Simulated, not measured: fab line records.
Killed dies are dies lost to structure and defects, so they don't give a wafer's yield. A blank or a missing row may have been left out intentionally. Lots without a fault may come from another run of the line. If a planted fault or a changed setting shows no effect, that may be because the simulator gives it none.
The tool behind it: which one? :: flow gf180mcu :: 6 lots, 18 wafers sampled, at 1 step of a route of 602

## WHAT THE GAUGES SHOWED, per wafer
GF_V3_OVL_MEAS_15.
lot: L722
measured: day 22 15:02
on: overlay-01
V3_OVL (nm): -3 -3 1

lot: L724
measured: day 23 07:37
on: overlay-01
V3_OVL (nm): 7 5 -2

lot: L726
measured: day 24 05:53
on: overlay-02
V3_OVL (nm): -13 -6 -8

lot: L734
measured: day 26 21:11
on: overlay-02
V3_OVL (nm): 3 -4 2

lot: L737
measured: day 28 14:07
on: overlay-01
V3_OVL (nm): 3 -1 4

lot: L740
measured: day 28 22:08
on: overlay-01
V3_OVL (nm): -4 -3 -1

## TOOL THAT RAN EACH LOT (tool first, then ch and the chambers of the sampled wafers, then the start)
There is no process step in the record ahead of these readings.

## THE ANSWER, worked out from the rows above alone
Rule: the lots themselves supply what counts as usual. Put in order of their means at a reading, lots are off if they are a third of the lots or fewer, leave a main group of 4 or more, and stand apart from it by a gap of 3 or more times the standard deviation of the main group's means; of several such gaps the widest counts. A main group whose means are all the same, to the digits that the tables above print for the reading, isn't used. A lot without any number at a reading at which 4 lots or more have one is off too. All remaining lots with rows at the step are treated as sound.
Nothing can be told from this: no lot is off at any reading shown.

## WHAT THE SIMULATOR HAD INSERTED
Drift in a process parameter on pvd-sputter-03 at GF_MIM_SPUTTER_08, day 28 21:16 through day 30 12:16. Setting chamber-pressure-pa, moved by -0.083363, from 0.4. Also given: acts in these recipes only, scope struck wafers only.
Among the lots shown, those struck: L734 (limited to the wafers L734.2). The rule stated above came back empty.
